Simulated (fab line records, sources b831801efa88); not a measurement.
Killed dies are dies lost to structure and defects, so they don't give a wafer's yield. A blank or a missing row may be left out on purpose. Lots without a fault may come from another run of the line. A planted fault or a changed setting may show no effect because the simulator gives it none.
fab line records | flow sky130
record lots=5 wafers=15 last_day=50
route steps=708 shown VIA1@478 METAL2@483 PAD_OPEN@708
lots that met no fault: from a run of the same line without faults
start_h: hours from the record's first day to the start of the lot's first wafer shown | wait_h: hours since the lot's step before | " the same as in the row above | L1.1+2: a row that stands for several wafers | - no value, or no start given | * or withheld: withheld | < > ~ a bound
route shown NAME@n: a module of which the file shows steps, and the number in the route of the first | usual: mean/standard deviation of fault-free wafers | same: alike in all rows | chamber/n: place in a boat | sites: the reading at each site | _std_site: their standard deviation | _edge_site: outer sites' mean less inner sites' | radius_mm: how far each site lies from the wafer's centre | mask NAME#n: copy n | behind: the tool/chamber that last shaped the wafer | hold: why the lot was held/for how many hours/how that ended | device: the transistor (n, p or np) that didn't switch | end of line: the same wafers' tests at the end of the route | a step without rows: its recipe alone | killed: dies lost to structure and defects at the first sort, not the wafer's yield | map: a wafer's dies, x killed, . not, _ none there
set.NAME: the setting as run; set.NAME@STEP: as run at that earlier step | model.NAME: the simulator's own value behind a step, which no gauge read
lots at some steps of the route; a table a step, a row a wafer
services: from which hour (start_h, from the record's first day; less than 0 if before it) a tool's chamber was out of use, for how many hours, and why
## steps
# step SKY_VIA1_SPUTTER_20
# recipe material=TiN target_thk_nm=20 chamber_pressure_pa=5 power_w=4000 time_s=80
# usual throttle_valve_pct=29.5/1
# columns lot.wafer tool chamber start_h wait_h throttle_valve_pct
L665.2 pvd_sputter-02 - 829.48 0.0 29.3
L665.3 " - " " 29.7
L665.5 " - " " 29.7
L669.2 pvd_sputter-02 - 852.22 0.0 29.6
L669.4 " - " " 29.4
L669.5 " - " " 30.8
L679.1 pvd_sputter-04 - 926.33 0.0 28.2
L679.2 " - " " 29.7
L679.6 " - " " 29.8
L681.1 pvd_sputter-02 - 943.56 0.0 28.9
L681.2 " - " " 30.8
L681.4 " - " " 29.9
L683.1 pvd_sputter-03 - 956.86 0.0 28.2
L683.2 " - " " 29.0
L683.3 " - " " 30.1
# step SKY_VIA1_CVD_21
# recipe material=W target_thk_nm=270 time_s=80.902 temp_c=400 pressure_torr=40
# usual chamber_pressure_Torr=40.00/0.086 heater_power_w=853/57
# columns lot.wafer tool chamber start_h wait_h chamber_pressure_Torr heater_power_w
L665.2 cvd_w-01 0 829.54 0.0 39.90 825
L665.3 " 1 " " 39.97 828
L665.5 " 0 " " 39.95 845
L669.2 cvd_w-01 1 852.28 0.0 39.90 804
L669.4 " 0 " " 40.09 832
L669.5 " 0 " " 40.03 852
L679.1 cvd_w-01 1 926.39 0.0 39.95 709
L679.2 " 0 " " 40.04 770
L679.6 " 0 " " 39.85 810
L681.1 cvd_w-01 1 943.62 0.0 39.96 746
L681.2 " 0 " " 40.00 779
L681.4 " 1 " " 39.97 752
L683.1 cvd_w-01 0 956.92 0.0 40.16 792
L683.2 " 1 " " 40.10 768
L683.3 " 0 " " 39.96 791
# step SKY_VIA1_RS_MEAS_22
# recipe thk_meas_gauge=four-point-probe reads=W_of_VIA1_CVD_21+TiN_of_VIA1_SPUTTER_20
# usual VIA1_W_RS=0.427/0.0057
# columns lot.wafer tool chamber start_h wait_h VIA1_W_RS[ohm/sq]
L665.2 film_metro-04 - 829.65 0.1 0.431
L665.3 " - " " 0.432
L665.5 " - " " 0.424
L669.2 film_metro-04 - 852.39 0.1 0.426
L669.4 " - " " 0.426
L669.5 " - " " 0.419
L679.1 film_metro-02 - 926.48 0.1 0.429
L679.2 " - " " 0.426
L679.6 " - " " 0.428
L681.1 film_metro-01 - 943.72 0.1 0.425
L681.2 " - " " 0.414
L681.4 " - " " 0.426
L683.1 film_metro-02 - 957.02 0.1 0.427
L683.2 " - " " 0.430
L683.3 " - " " 0.428
# step SKY_VIA1_THK_MEAS_23
# recipe thk_meas_gauge=xrf reads=W_of_VIA1_CVD_21
# usual VIA1_W_THK=265/3.6
# columns lot.wafer tool chamber start_h wait_h VIA1_W_THK[nm]
L665.2 film_metro-04 - 829.76 0.1 261
L665.3 " - " " 261
L665.5 " - " " 266
L669.2 film_metro-04 - 852.50 0.1 265
L669.4 " - " " 265
L669.5 " - " " 269
L679.1 film_metro-02 - 926.60 0.1 267
L679.2 " - " " 269
L679.6 " - " " 267
L681.1 film_metro-01 - 943.84 0.1 265
L681.2 " - " " 274
L681.4 " - " " 266
L683.1 film_metro-02 - 957.14 0.1 266
L683.2 " - " " 263
L683.3 " - " " 265
# step SKY_VIA1_CMP_24
# recipe stop_on=SiO2 t_overpolish_s=15 down_force_psi=3.5 platen_rpm=60 target_thk_nm=0 pad_velocity_m_s=0.94248
# usual edge_zone_pressure_frac=1.000/0.0047 motor_current_A=10.8/0.72 overpolish_run_s=15.000/0.0087 platen_rpm=60.00/0.04 retaining_ring_pressure_frac=1.001/0.0047 slurry_filter_dp_kPa=13.50/0.13 time_to_endpoint_s=65/3.1
# columns lot.wafer tool chamber start_h wait_h edge_zone_pressure_frac motor_current_A overpolish_run_s platen_rpm retaining_ring_pressure_frac slurry_filter_dp_kPa time_to_endpoint_s
L665.2 cmp-02 0 829.81 0.0 0.999 12.3 15.010 59.96 0.991 13.48 66
L665.3 " 1 " " 0.993 11.5 14.991 59.91 1.007 13.47 66
L665.5 " 1 " " 0.989 11.2 15.005 59.96 1.007 13.33 68
L669.4 cmp-02 2 852.55 0.0 0.999 10.2 15.004 60.01 1.007 13.36 67
L669.2 " 1 " " 1.009 10.5 15.003 60.00 1.003 13.34 72
L669.5 " 2 " " 1.013 10.4 15.000 60.04 1.001 13.50 71
L679.2 cmp-01 1 926.88 0.3 0.995 10.8 15.006 60.00 0.999 13.62 62
L679.1 " 3 " " 1.006 11.3 15.002 59.93 1.006 13.58 64
L679.6 " 1 " " 1.005 11.1 15.001 59.95 0.992 13.52 65
L681.2 cmp-02 2 943.90 0.0 0.997 10.0 14.998 60.10 1.002 13.81 68
L681.1 " 0 " " 0.997 12.3 14.997 59.97 1.004 13.41 63
L681.4 " 1 " " 0.998 10.4 15.003 59.98 0.998 13.44 68
L683.1 cmp-02 3 957.20 0.1 0.999 10.2 14.990 59.96 1.000 13.69 63
L683.2 " 1 " " 1.007 10.4 15.005 60.00 1.004 13.70 64
L683.3 " 2 " " 0.992 10.0 14.989 60.04 0.993 13.47 63
# step SKY_METAL2_SPUTTER_00
# recipe material=Ti target_thk_nm=15 power_w=3000 time_s=10 chamber_pressure_pa=0.4
# step SKY_METAL2_SPUTTER_01
# recipe material=TiN target_thk_nm=20 power_w=6500 time_s=16.7 chamber_pressure_pa=0.4
# step SKY_METAL2_SPUTTER_02
# recipe material=AlCu target_thk_nm=250 power_w=10600 time_s=13.3 chamber_pressure_pa=0.4
# usual throttle_valve_pct=30.4/1.2
# columns lot.wafer tool chamber start_h wait_h throttle_valve_pct
L665.2 pvd_sputter-01 - 830.16 0.0 31.4
L665.3 " - " " 31.3
L665.5 " - " " 31.9
L669.2 pvd_sputter-01 - 852.90 0.0 32.1
L669.4 " - " " 31.1
L669.5 " - " " 32.0
L679.1 pvd_sputter-03 - 927.22 0.0 28.9
L679.2 " - " " 30.0
L679.6 " - " " 30.9
L681.1 pvd_sputter-01 - 944.24 0.0 31.3
L681.2 " - " " 30.8
L681.4 " - " " 31.3
L683.1 pvd_sputter-01 - 957.54 0.0 31.9
L683.2 " - " " 31.2
L683.3 " - " " 31.1
# step SKY_METAL2_SPUTTER_03
# recipe material=Ti target_thk_nm=5 power_w=3000 time_s=3.3 chamber_pressure_pa=0.4
# step SKY_METAL2_SPUTTER_04
# recipe material=TiN target_thk_nm=70 power_w=6500 time_s=58.3 chamber_pressure_pa=0.4
# usual throttle_valve_pct=30.4/1.3
# columns lot.wafer tool chamber start_h wait_h throttle_valve_pct
L665.2 pvd_sputter-01 - 830.20 0.0 31.4
L665.3 " - " " 31.2
L665.5 " - " " 32.1
L669.2 pvd_sputter-01 - 852.94 0.0 32.2
L669.4 " - " " 31.2
L669.5 " - " " 31.6
L679.1 pvd_sputter-03 - 927.27 0.0 28.7
L679.2 " - " " 30.1
L679.6 " - " " 30.9
L681.1 pvd_sputter-01 - 944.29 0.0 31.6
L681.2 " - " " 31.2
L681.4 " - " " 31.6
L683.1 pvd_sputter-01 - 957.59 0.0 32.0
L683.2 " - " " 31.6
L683.3 " - " " 31.2
# step SKY_METAL2_RS_MEAS_05
# recipe thk_meas_gauge=four-point-probe reads=TiN_of_METAL2_SPUTTER_04+Ti_of_METAL2_SPUTTER_03+AlCu_of_METAL2_SPUTTER_02+TiN_of_METAL2_SPUTTER_01+Ti_of_METAL2_SPUTTER_00
# usual METAL2_ALCU_RS=0.1262/0.0014
# columns lot.wafer tool chamber start_h wait_h METAL2_ALCU_RS[ohm/sq]
L665.2 film_metro-03 - 830.27 0.0 0.1279
L665.3 " - " " 0.1261
L665.5 " - " " 0.1273
L669.2 film_metro-02 - 853.01 0.0 0.1260
L669.4 " - " " 0.1256
L669.5 " - " " 0.1260
L679.1 film_metro-02 - 927.32 0.0 0.1261
L679.2 " - " " 0.1258
L679.6 " - " " 0.1246
L681.1 film_metro-03 - 944.34 0.0 0.1266
L681.2 " - " " 0.1264
L681.4 " - " " 0.1235
L683.1 film_metro-04 - 957.64 0.0 0.1262
L683.2 " - " " 0.1255
L683.3 " - " " 0.1269
# step SKY_METAL2_THK_MEAS_06
# recipe thk_meas_gauge=xrf reads=AlCu_of_METAL2_SPUTTER_02
# usual METAL2_ALCU_THK=255/3.1
# columns lot.wafer tool chamber start_h wait_h METAL2_ALCU_THK[nm]
L665.2 film_metro-03 - 830.38 0.1 252
L665.3 " - " " 258
L665.5 " - " " 253
L669.2 film_metro-02 - 853.12 0.1 254
L669.4 " - " " 255
L669.5 " - " " 254
L679.1 film_metro-02 - 927.44 0.1 251
L679.2 " - " " 252
L679.6 " - " " 254
L681.1 film_metro-03 - 944.46 0.1 253
L681.2 " - " " 252
L681.4 " - " " 261
L683.1 film_metro-04 - 957.76 0.1 257
L683.2 " - " " 257
L683.3 " - " " 255
# step SKY_METAL2_DEHYDRATE_07
# recipe temp_c=200 time_s=60
# usual heater_power_total_W=160.38/0.12 run_length_s=89.34/0.14
# columns lot.wafer tool chamber start_h wait_h heater_power_total_W run_length_s
L665.2 litho_track-02 0 842.69 12.3 160.34 89.68
L665.3 " 0 " " 160.39 89.36
L665.5 " 0 " " 160.38 89.30
L669.2 litho_track-01 0 865.70 12.6 160.49 89.22
L669.4 " 0 " " 162.22 87.44
L669.5 " 0 " " 162.42 87.10
L679.1 litho_track-02 0 939.17 11.7 160.23 89.42
L679.2 " 0 " " 160.45 89.32
L679.6 " 0 " " 160.56 89.49
L681.1 litho_track-04 0 955.69 11.2 160.33 89.32
L681.2 " 0 " " 160.21 89.31
L681.4 " 0 " " 160.39 89.45
L683.1 litho_track-01 0 969.88 12.1 160.31 89.24
L683.2 " 0 " " 160.52 89.28
L683.3 " 0 " " 160.53 89.34
# step SKY_METAL2_HMDS_08
# recipe prime_time_s=60 prime_temp_c=120
# step SKY_PAD_OPEN_PROBE_99
# usual defect_limited_yield=82.7/1.9 killed_at_M0_to_M3=44/7.2 killed_at_M4_up=2.9/1.8 killed_at_contacts=24/5.2 killed_at_front_end=15/4 killed_at_other=0.2/0.49 killed_dies=85/9.1 killed_open=47/6.8 killed_short=38/5.7 sort_bin_3_pad_short=0.9/0.44 sort_bin_5_function=10.3/1.4 sort_bin_6_memory=6.2/1.1 sort_n_pass=407/9.1 sort_yield_pct=82.7/1.9
# same gross_dies=492 killed_at_back_side=0 sort_bin_4_leakage[%]=0 sort_bin_8_speed[%]=0
# columns lot.wafer tool chamber start_h wait_h defect_limited_yield[%] killed_at_M0_to_M3 killed_at_M4_up killed_at_contacts killed_at_front_end killed_at_other killed_dies killed_open killed_short sort_bin_3_pad_short[%] sort_bin_5_function[%] sort_bin_6_memory[%] sort_n_pass sort_yield_pct[%]
L665.2 prober-01 - 1111.07 0.1 81.7 38 4 27 20 1 90 42 48 0.6 9.8 7.9 402 81.7
L665.3 prober-01 - 1111.12 0.2 83.5 48 4 14 15 0 81 41 40 0.4 12.4 3.7 411 83.5
L665.5 prober-01 - 1111.22 0.2 83.7 41 5 23 11 0 80 50 30 0.4 8.5 7.3 412 83.7
L669.2 prober-01 - 1128.98 0.1 83.3 46 1 26 8 1 82 40 42 0.8 11.4 4.5 410 83.3
L669.4 prober-01 - 1129.08 0.2 84.6 40 3 26 7 0 76 32 44 1.2 7.9 6.3 416 84.6
L669.5 prober-01 - 1129.13 0.2 81.7 41 3 33 12 1 90 56 34 0.6 12.0 5.7 402 81.7
L679.1 prober-01 - 1184.18 0.1 83.9 44 1 15 18 1 79 43 36 1.4 8.9 5.7 413 83.9
L679.2 prober-01 - 1184.23 0.1 82.5 42 5 19 20 0 86 46 40 1.0 10.8 5.7 406 82.5
L679.6 prober-01 - 1184.43 0.2 81.3 47 1 27 17 0 92 51 41 1.2 11.4 6.1 400 81.3
L681.1 prober-01 - 1195.17 0.1 82.1 43 7 29 8 1 88 42 46 1.4 10.4 6.1 404 82.1
L681.2 prober-01 - 1195.22 0.1 85.4 34 2 15 21 0 72 45 27 0.6 8.5 5.5 420 85.4
L681.4 prober-01 - 1195.32 0.2 85.6 42 3 13 13 0 71 40 31 0.4 9.3 4.7 421 85.6
L683.1 prober-01 - 1204.21 0.1 81.5 41 1 26 23 0 91 54 37 0.8 11.2 6.5 401 81.5
L683.2 prober-01 - 1204.26 0.1 84.3 36 4 21 16 0 77 45 32 1.0 8.9 5.7 415 84.3
L683.3 prober-01 - 1204.31 0.2 81.5 48 2 29 11 1 91 50 41 0.2 12.4 5.9 401 81.5
# killed by level:class
L665.2 VIA1:geometric_particle:open=10 CONTACT:geometric_particle:open=8 FIELD_ISO:geometric_particle:short=7 LI_CONTACT:geometric_particle:open=6 VIA1:geometric_particle:short=6 VIA3:geometric_particle:open=6 LOCAL_INTERCONNECT:geometric_particle:short=5 CONTACT:geometric_particle:short=5
L665.3 VIA2:geometric_particle:open=8 VIA1:geometric_particle:open=7 VIA1:geometric_particle:short=7 FIELD_ISO:geometric_particle:short=5 VIA3:geometric_particle:open=5 FIELD_ISO:geometric_particle:open=4 CONTACT:geometric_particle:open=4 CONTACT:geometric_particle:short=4
L665.5 VIA1:geometric_particle:open=11 CONTACT:geometric_particle:open=10 VIA3:geometric_particle:open=8 VIA2:geometric_particle:open=6 CONTACT:geometric_particle:short=5 VIA1:geometric_particle:short=5 METAL2:geometric_particle:short=5 LI_CONTACT:geometric_particle:open=4
L669.2 VIA1:geometric_particle:open=10 VIA3:geometric_particle:open=9 CONTACT:geometric_particle:short=7 LI_CONTACT:geometric_particle:open=6 LI_CONTACT:geometric_particle:short=5 METAL2:geometric_particle:short=5 METAL1:geometric_particle:short=5 VIA2:geometric_particle:open=5
L669.4 CONTACT:geometric_particle:open=11 VIA1:geometric_particle:open=7 VIA2:geometric_particle:short=7 VIA1:geometric_particle:short=6 LI_CONTACT:geometric_particle:open=5 CONTACT:geometric_particle:short=5 METAL1:geometric_particle:short=5 LOCAL_INTERCONNECT:geometric_particle:short=4
L669.5 VIA1:geometric_particle:open=14 LI_CONTACT:geometric_particle:open=11 VIA2:geometric_particle:open=9 CONTACT:geometric_particle:open=7 LI_CONTACT:geometric_particle:short=5 CONTACT:geometric_particle:short=5 VIA1:geometric_particle:short=5 FIELD_ISO:geometric_particle:open=4
L679.1 VIA3:geometric_particle:open=10 VIA2:geometric_particle:open=9 CONTACT:geometric_particle:open=7 METAL1:geometric_particle:short=6 VIA1:geometric_particle:short=5 VIA3:geometric_particle:short=5 POLY_GATE:geometric_particle:short=4 POLY_GATE:geometric_particle:open=4
L679.2 CONTACT:geometric_particle:open=8 METAL2:geometric_particle:short=7 FIELD_ISO:geometric_particle:open=6 VIA1:geometric_particle:open=6 METAL1:geometric_particle:short=5 SPACER:geometric_particle:open=4 LI_CONTACT:geometric_particle:open=4 VIA3:geometric_particle:open=4
L679.6 VIA1:geometric_particle:open=12 CONTACT:geometric_particle:open=7 VIA2:geometric_particle:open=7 POLY_GATE:geometric_particle:open=6 LOCAL_INTERCONNECT:geometric_particle:short=6 CONTACT:geometric_particle:short=6 METAL1:geometric_particle:short=6 LI_CONTACT:geometric_particle:open=5
L681.1 CONTACT:geometric_particle:open=10 VIA1:geometric_particle:open=8 VIA3:geometric_particle:open=8 CONTACT:geometric_particle:short=7 LOCAL_INTERCONNECT:geometric_particle:short=6 METAL2:geometric_particle:short=5 METAL1:geometric_particle:short=5 VIA2:geometric_particle:open=5
L681.2 CONTACT:geometric_particle:open=10 VIA3:geometric_particle:open=8 POLY_GATE:geometric_particle:open=7 FIELD_ISO:geometric_particle:short=6 VIA1:geometric_particle:open=6 VIA2:geometric_particle:open=5 FIELD_ISO:geometric_particle:open=4 LOCAL_INTERCONNECT:geometric_particle:short=4
L681.4 VIA3:geometric_particle:open=11 VIA1:geometric_particle:open=9 FIELD_ISO:geometric_particle:short=7 VIA2:geometric_particle:open=7 METAL2:geometric_particle:short=7 CONTACT:geometric_particle:open=6 METAL1:geometric_particle:short=4 METAL4:geometric_particle:short=3
L683.1 CONTACT:geometric_particle:open=15 FIELD_ISO:geometric_particle:open=8 VIA1:geometric_particle:open=8 VIA2:geometric_particle:open=7 FIELD_ISO:geometric_particle:short=5 POLY_GATE:geometric_particle:open=5 METAL1:geometric_particle:short=5 VIA2:geometric_particle:short=5
L683.2 LI_CONTACT:geometric_particle:open=9 VIA2:geometric_particle:open=8 FIELD_ISO:geometric_particle:open=6 CONTACT:geometric_particle:open=6 VIA1:geometric_particle:open=6 POLY_GATE:geometric_particle:short=5 VIA1:geometric_particle:short=4 VIA3:geometric_particle:open=4
L683.3 VIA3:geometric_particle:open=12 CONTACT:geometric_particle:open=11 LI_CONTACT:geometric_particle:open=9 VIA2:geometric_particle:open=9 VIA1:geometric_particle:short=8 METAL1:geometric_particle:short=6 CONTACT:geometric_particle:short=5 FIELD_ISO:geometric_particle:short=4
## services
# columns tool chamber start_h hours kind
pvd_sputter-04 - 810.33 0.9 repair
pvd_sputter-03 - 826.09 6.4 repair
cvd_w-01 - 832.26 0.4 repair
cmp-02 - 844.01 6.1 repair
pvd_sputter-04 - 850.83 2.8 repair
cmp-01 - 853.43 0.9 repair
cmp-02 - 862.74 19.6 pm
cmp-01 - 882.59 5.5 pm
cmp-02 - 892.65 5.4 pm
cvd_w-01 - 904.00 14.0 pm
cvd_w-01 0 904.00 14.0 vent_cycle
cvd_w-01 1 904.00 14.0 vent_cycle
cmp-02 - 912.07 4.0 pm
cmp-02 - 912.90 1.0 repair
cmp-01 - 916.07 5.4 pm
cmp-02 - 916.07 - consumable_replace:conditioner
cmp-02 - 916.07 - consumable_replace:pad
cvd_w-01 0 918.00 - clean
cvd_w-01 1 918.00 - clean
cmp-02 - 922.56 6.5 repair
pvd_sputter-04 - 950.92 4.6 repair
pvd_sputter-01 - 962.29 24.6 repair
cmp-01 - 967.33 6.7 repair
cvd_w-01 - 967.39 6.9 pm
## key
first_sign step=SKY_METAL2_DEHYDRATE_07 reading=heater_power_total_W direction=up sigmas=17 usual=* struck=*
effect step=SKY_METAL2_DEHYDRATE_07 reading=run_length_s direction=down sigmas=15 usual=* struck=*
met_at SKY_METAL2_DEHYDRATE_07
struck_wafers L669.4,L669.5
fault kind=process_parameter_drift tool=litho_track-01 chamber=- onset_h=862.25 steps=SKY_METAL2_DEHYDRATE_07 channel=time_s offset=* shape=step end_h=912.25 scope=struck_wafers_only acts_in=* stated=*
